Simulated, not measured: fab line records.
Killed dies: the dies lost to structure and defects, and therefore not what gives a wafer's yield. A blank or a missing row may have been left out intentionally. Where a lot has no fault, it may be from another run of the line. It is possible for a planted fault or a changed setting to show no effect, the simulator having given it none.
fab line records ; flow gf180mcu
record: lots: 12; wafers: 36; lastDay: 34
route steps=602 shown VT_IMPLANT@94 M1@318 M2@365
lots that met no fault: from a run of the same line without faults
startH: the number of hours between the record's first day and the start of the first shown wafer of the lot ; waitH: time in hours since the lot's previous step ; " repeats the value in the row above ; L1.1+2: one row covering several wafers at once ; - no value present, or no start provided ; * or withheld: withheld ; < > ~ a bound
route shown NAME@n: a module of which the file shows steps, and the number in the route of the first ; usual: the fault-free wafers' mean and standard deviation ; same: alike in all rows ; chamber/n: place in a boat ; sites: per-site readings ; _std_site: standard deviation of those values ; _edge_site: the outer-site mean with the inner-site mean subtracted ; radiusMm: how far each site lies from the wafer's centre ; mask NAME#n: copy n ; behind: the last tool/chamber to shape the wafer ; hold: why the lot was held/for how many hours/how that ended ; device: names the non-switching transistor (n, p or np) ; end of line: the same wafers' tests at the end of the route ; a step given without rows: its recipe and nothing more ; killed: at the first sort, the dies lost to defects and structure; wafer yield is something else ; map: shows each die of a wafer: x if killed, . if not, _ if none is there
set.NAME: setting as actually run; set.NAME@STEP: the setting as run at that earlier step ; model.NAME: the simulator's own value behind a step, which no gauge read
a sample of lots followed through the steps of the route, with each step as a table and each wafer as a row
services: when a tool's chamber went out of use (startH, in hours from the record's first day, below 0 if earlier), for how many hours, and the reason
== steps ==
step: GF_VT_IMPLANT_EXPOSE_04
recipe: maskId: LVPWELL_LV_AREA; targetCdNm: 600; na: 0.6; sourceShape: conventional; sigmaOuter: 0.6; doseMj: 140
lot.wafer;tool;chamber;startH;waitH;mask
L340.1+5+6;ilineStepper-01;0;109.00;-;LVPWELL_LV_AREA#0
L341.1+5+6;ilineStepper-01;0;111.36;-;LVPWELL_LV_AREA#0
L342.4+5+6;ilineStepper-01;0;122.05;-;LVPWELL_LV_AREA#0
L343.2+3+6;ilineStepper-02;0;128.31;-;LVPWELL_LV_AREA#0
L344.3+5+6;ilineStepper-01;0;131.25;-;LVPWELL_LV_AREA#0
L345.1+3+4;ilineStepper-01;0;134.49;-;LVPWELL_LV_AREA#0
L346.1+3+4;ilineStepper-01;0;140.04;-;LVPWELL_LV_AREA#0
L347.1+3+6;ilineStepper-01;0;146.19;-;LVPWELL_LV_AREA#0
L348.2+4+6;ilineStepper-02;0;153.74;-;LVPWELL_LV_AREA#0
L351.1+4+5;ilineStepper-01;0;173.47;-;LVPWELL_LV_AREA#0
L352.1+3+6;ilineStepper-01;0;178.06;-;LVPWELL_LV_AREA#0
L361.1+4+5;ilineStepper-02;0;231.48;-;LVPWELL_LV_AREA#0
step: GF_VT_IMPLANT_OVL_MEAS_07
usual: VT_IMPLANT_OVL: 0.0/1.7
lot.wafer;tool;chamber;startH;waitH;hold;VT_IMPLANT_OVL[nm]
L340.1;overlay-01;-;116.45;0.1;-;-0.1
L340.5;overlay-01;-;116.45;0.1;-;-0.3
L340.6;overlay-01;-;116.45;0.1;-;-0.8
L341.1;overlay-02;-;118.54;0.1;-;-0.1
L341.5;overlay-02;-;118.54;0.1;-;1.9
L341.6;overlay-02;-;118.54;0.1;-;2.3
L342.4;overlay-02;-;129.83;0.1;-;-1.6
L342.5;overlay-02;-;129.83;0.1;-;-1.1
L342.6;overlay-02;-;129.83;0.1;-;-1.0
L343.2;overlay-02;-;135.80;0.1;-;0.6
L343.3;overlay-02;-;135.80;0.1;-;1.2
L343.6;overlay-02;-;135.80;0.1;-;-0.3
L344.3;overlay-02;-;138.66;0.1;-;-0.1
L344.5;overlay-02;-;138.66;0.1;-;-1.0
L344.6;overlay-02;-;138.66;0.1;-;-2.3
L345.1;overlay-02;-;141.90;0.1;-;0.6
L345.3;overlay-02;-;141.90;0.1;-;1.0
L345.4;overlay-02;-;141.90;0.1;-;-1.2
L346.1;overlay-02;-;147.90;0.1;-;2.5
L346.3;overlay-02;-;147.90;0.1;-;0.0
L346.4;overlay-02;-;147.90;0.1;-;-1.2
L347.1;overlay-02;-;153.44;0.1;-;-1.0
L347.3;overlay-02;-;153.44;0.1;-;-0.3
L347.6;overlay-02;-;153.44;0.1;-;-0.6
L348.2;overlay-01;-;161.90;0.1;-;0.6
L348.4;overlay-01;-;161.90;0.1;-;0.4
L348.6;overlay-01;-;161.90;0.1;-;1.5
L351.1;overlay-01;-;181.39;0.1;awaitDispo/0.2h/release;51.0
L351.4;overlay-01;-;181.39;0.1;awaitDispo/0.2h/release;50.3
L351.5;overlay-01;-;181.39;0.1;awaitDispo/0.2h/release;50.6
L351.1;overlay-01;-;181.59;0.2;-;51.8
L351.4;overlay-01;-;181.59;0.2;-;50.6
L351.5;overlay-01;-;181.59;0.2;-;50.9
L352.1;overlay-02;-;185.50;0.1;awaitDispo/0.2h/release;52.3
L352.3;overlay-02;-;185.50;0.1;awaitDispo/0.2h/release;52.4
L352.6;overlay-02;-;185.50;0.1;awaitDispo/0.2h/release;52.9
L352.1;overlay-02;-;185.70;0.2;-;53.2
L352.3;overlay-02;-;185.70;0.2;-;52.1
L352.6;overlay-02;-;185.70;0.2;-;53.1
L361.1;overlay-01;-;240.09;0.1;-;-2.4
L361.4;overlay-01;-;240.09;0.1;-;-0.7
L361.5;overlay-01;-;240.09;0.1;-;0.1
step: GF_M1_SPUTTER_03
recipe: material: Ti; targetThkNm: 10; substrateTempC: 300; chamberPressurePa: 0.3; powerW: 3000; timeS: 6.7
usual: throttleValvePct: 30.3/0.75
lot.wafer;tool;chamber;startH;waitH;throttleValvePct
L340.1;pvdSputter-03;-;371.70;0.0;30.4
L340.5;pvdSputter-03;-;371.70;0.0;29.2
L340.6;pvdSputter-03;-;371.70;0.0;29.7
L341.1;pvdSputter-02;-;372.44;0.0;30.4
L341.5;pvdSputter-02;-;372.44;0.0;30.7
L341.6;pvdSputter-02;-;372.44;0.0;30.6
L342.4;pvdSputter-04;-;387.58;0.0;30.6
L342.5;pvdSputter-04;-;387.58;0.0;28.9
L342.6;pvdSputter-04;-;387.58;0.0;30.3
L343.2;pvdSputter-02;-;397.57;0.0;30.8
L343.3;pvdSputter-02;-;397.57;0.0;30.7
L343.6;pvdSputter-02;-;397.57;0.0;30.8
L344.3;pvdSputter-02;-;404.24;0.0;30.7
L344.5;pvdSputter-02;-;404.24;0.0;31.0
L344.6;pvdSputter-02;-;404.24;0.0;30.7
L345.1;pvdSputter-02;-;405.24;0.0;30.5
L345.3;pvdSputter-02;-;405.24;0.0;30.9
L345.4;pvdSputter-02;-;405.24;0.0;31.6
L346.1;pvdSputter-03;-;415.37;0.0;29.2
L346.3;pvdSputter-03;-;415.37;0.0;29.6
L346.4;pvdSputter-03;-;415.37;0.0;30.2
L347.1;pvdSputter-04;-;427.74;0.0;31.0
L347.3;pvdSputter-04;-;427.74;0.0;30.5
L347.6;pvdSputter-04;-;427.74;0.0;30.1
L348.2;pvdSputter-04;-;436.01;0.0;30.6
L348.4;pvdSputter-04;-;436.01;0.0;29.9
L348.6;pvdSputter-04;-;436.01;0.0;29.0
L351.1;pvdSputter-04;-;464.54;0.0;29.0
L351.4;pvdSputter-04;-;464.54;0.0;30.8
L351.5;pvdSputter-04;-;464.54;0.0;30.4
L352.1;pvdSputter-02;-;469.22;0.0;30.6
L352.3;pvdSputter-02;-;469.22;0.0;30.7
L352.6;pvdSputter-02;-;469.22;0.0;30.4
L361.1;pvdSputter-04;-;546.85;0.0;28.7
L361.4;pvdSputter-04;-;546.85;0.0;30.9
L361.5;pvdSputter-04;-;546.85;0.0;31.1
step: GF_M1_STRIP_17
recipe: chemistry: O2/N2; powerW: 1400; pressureMtorr: 1500; platenTempC: 250; o2FlowSccm: 3000; n2FlowSccm: 300; overashFraction: 0.5
usual: drypumpMotorCurrentA: 5.6/0.3; heaterPowerW: 337/40; oesProductAu: 0.537/0.0045; stripTimeToEndpointS: 7.36/0.053
lot.wafer;tool;chamber;startH;waitH;drypumpMotorCurrentA;heaterPowerW;oesProductAu;rfHoursCounterH;stripTimeToEndpointS
L340.1;plasmaAsher-03;0;395.03;0.1;5.6;348;0.536;78;7.43
L340.5;plasmaAsher-03;0;395.03;0.1;5.6;347;0.540;-;7.36
L340.6;plasmaAsher-03;1;395.03;0.1;5.5;415;0.537;-;7.44
L341.1;plasmaAsher-03;1;396.07;0.2;5.5;404;0.542;78;7.42
L341.5;plasmaAsher-03;0;396.07;0.2;5.6;344;0.533;-;7.39
L341.6;plasmaAsher-03;1;396.07;0.2;5.5;411;0.540;-;7.38
L342.4;plasmaAsher-04;1;411.58;0.1;5.4;265;0.539;-;7.40
L342.5;plasmaAsher-04;0;411.58;0.1;5.9;310;0.537;-;7.34
L342.6;plasmaAsher-04;1;411.58;0.1;5.4;262;0.538;-;7.39
L343.2;plasmaAsher-02;0;422.09;0.1;6.0;376;0.537;65;7.37
L343.3;plasmaAsher-02;1;422.09;0.1;5.2;358;0.537;-;7.35
L343.6;plasmaAsher-02;1;422.09;0.1;5.2;368;0.540;-;7.36
L344.3;plasmaAsher-04;1;428.15;0.1;5.4;269;0.534;-;7.39
L344.5;plasmaAsher-04;0;428.15;0.1;5.9;312;0.546;-;7.36
L344.6;plasmaAsher-04;1;428.15;0.1;5.4;266;0.539;-;7.35
L345.1;plasmaAsher-02;1;429.93;0.1;5.2;355;0.542;66;7.32
L345.3;plasmaAsher-02;1;429.93;0.1;5.2;364;0.538;-;7.33
L345.4;plasmaAsher-02;0;429.93;0.1;6.0;369;0.536;-;7.34
L346.1;plasmaAsher-03;1;439.52;0.1;5.5;381;0.536;1;7.36
L346.3;plasmaAsher-03;1;439.52;0.1;5.5;373;0.542;-;7.33
L346.4;plasmaAsher-03;0;439.52;0.1;5.6;340;0.549;-;7.54
L347.1;plasmaAsher-04;0;452.28;0.1;5.8;321;0.532;34;7.44
L347.3;plasmaAsher-04;0;452.28;0.1;5.9;321;0.538;-;7.41
L347.6;plasmaAsher-04;0;452.28;0.1;5.8;322;0.547;-;7.44
L348.2;plasmaAsher-04;1;460.62;0.1;5.4;263;0.533;35;7.30
L348.4;plasmaAsher-04;0;460.62;0.1;5.9;317;0.541;-;7.44
L348.6;plasmaAsher-04;1;460.62;0.1;5.4;264;0.531;-;7.27
L351.1;plasmaAsher-02;0;488.62;0.1;6.0;358;0.536;73;7.26
L351.4;plasmaAsher-02;1;488.62;0.1;5.2;365;0.535;-;7.31
L351.5;plasmaAsher-02;1;488.62;0.1;5.2;371;0.533;-;7.29
L352.1;plasmaAsher-02;1;492.78;0.1;5.2;363;0.531;74;7.35
L352.3;plasmaAsher-02;1;492.78;0.1;5.2;354;0.537;-;7.35
L352.6;plasmaAsher-02;1;492.78;0.1;5.2;372;0.533;-;7.32
L361.1;plasmaAsher-02;0;569.04;0.1;6.0;359;0.527;85;7.35
L361.4;plasmaAsher-02;1;569.04;0.1;5.2;368;0.533;-;7.38
L361.5;plasmaAsher-02;0;569.04;0.1;6.0;355;0.533;-;7.34
step: GF_M2_SPUTTER_03
recipe: material: Ti; targetThkNm: 10; substrateTempC: 300; chamberPressurePa: 0.3; powerW: 3000; timeS: 6.7
usual: throttleValvePct: 30.4/0.79
lot.wafer;tool;chamber;startH;waitH;throttleValvePct
L340.1;pvdSputter-02;-;421.67;0.0;30.7
L340.5;pvdSputter-02;-;421.67;0.0;30.9
L340.6;pvdSputter-02;-;421.67;0.0;30.7
L341.1;pvdSputter-04;-;422.52;0.0;30.0
L341.5;pvdSputter-04;-;422.52;0.0;29.0
L341.6;pvdSputter-04;-;422.52;0.0;30.9
L342.4;pvdSputter-04;-;438.09;0.0;30.3
L342.5;pvdSputter-04;-;438.09;0.0;30.6
L342.6;pvdSputter-04;-;438.09;0.0;28.9
L343.2;pvdSputter-01;-;449.32;0.0;29.3
L343.3;pvdSputter-01;-;449.32;0.0;29.6
L343.6;pvdSputter-01;-;449.32;0.0;30.0
L344.3;pvdSputter-02;-;455.60;0.0;31.3
L344.5;pvdSputter-02;-;455.60;0.0;30.8
L344.6;pvdSputter-02;-;455.60;0.0;30.5
L345.1;pvdSputter-01;-;457.55;0.0;29.0
L345.3;pvdSputter-01;-;457.55;0.0;29.8
L345.4;pvdSputter-01;-;457.55;0.0;31.3
L346.1;pvdSputter-01;-;466.88;0.0;30.1
L346.3;pvdSputter-01;-;466.88;0.0;31.4
L346.4;pvdSputter-01;-;466.88;0.0;29.1
L347.1;pvdSputter-04;-;479.14;0.0;29.1
L347.3;pvdSputter-04;-;479.14;0.0;29.8
L347.6;pvdSputter-04;-;479.14;0.0;29.9
L348.2;pvdSputter-01;-;488.04;0.0;29.2
L348.4;pvdSputter-01;-;488.04;0.0;30.1
L348.6;pvdSputter-01;-;488.04;0.0;29.3
L351.1;pvdSputter-04;-;514.90;0.0;30.5
L351.4;pvdSputter-04;-;514.90;0.0;30.2
L351.5;pvdSputter-04;-;514.90;0.0;29.9
L352.1;pvdSputter-04;-;518.75;0.0;31.0
L352.3;pvdSputter-04;-;518.75;0.0;30.0
L352.6;pvdSputter-04;-;518.75;0.0;30.3
L361.1;pvdSputter-02;-;593.55;0.0;30.7
L361.4;pvdSputter-02;-;593.55;0.0;30.6
L361.5;pvdSputter-02;-;593.55;0.0;30.8
== services ==
tool;chamber;startH;hours;kind
plasmaAsher-04;-;108.75;9.0;pm
pvdSputter-04;-;134.78;0.8;repair
pvdSputter-04;-;137.03;3.7;repair
pvdSputter-01;-;140.47;10.0;repair
pvdSputter-02;-;158.26;23.9;repair
ilineStepper-01;-;196.51;0.7;repair
pvdSputter-04;-;217.85;2.2;repair
plasmaAsher-04;-;228.69;4.4;repair
plasmaAsher-04;-;228.74;1.5;repair
pvdSputter-01;-;248.29;11.1;repair
ilineStepper-01;-;258.18;1.7;pm
ilineStepper-01;-;267.11;0.9;repair
pvdSputter-01;-;267.49;1.0;repair
plasmaAsher-02;-;415.96;1.7;repair
pvdSputter-02;-;446.56;8.1;repair
plasmaAsher-02;-;464.60;1.2;repair
plasmaAsher-04;-;474.64;15.6;pm
ilineStepper-01;-;476.36;1.7;pm
pvdSputter-02;-;499.35;2.1;repair
pvdSputter-01;-;533.81;3.8;repair
pvdSputter-02;-;543.45;4.4;repair
pvdSputter-04;-;548.52;0.6;repair
plasmaAsher-02;-;552.52;3.0;repair
pvdSputter-04;-;583.50;3.4;repair
== key ==
firstSign: step: GF_VT_IMPLANT_OVL_MEAS_07; reading: visit; direction: added
effect: step: GF_VT_IMPLANT_OVL_MEAS_07; reading: VT_IMPLANT_OVL; direction: up; sigmas: 30; usual: 0.0; struck: 51.6
metAt GF_VT_IMPLANT_EXPOSE_04
struckLots L351,L352
testerLeftOut L351,L352
notActingAt GF_M1_SPUTTER_03,GF_M1_STRIP_17,GF_M2_SPUTTER_03
onsetBetween 146.19 173.47
fault: kind: scannerMatchingOverlay; tool: ilineStepper-01; chamber: -; onsetH: 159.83; steps: GF_VT_IMPLANT_EXPOSE_04; offset: 50.617
testerLeftOut: of these lots the tester's yield and bins aren't shown, on N5 and GAA mostly nor the transistor test; their killed dies are dies lost to structure and defects alone, not to doping, threshold or leakage, so they don't give the yield
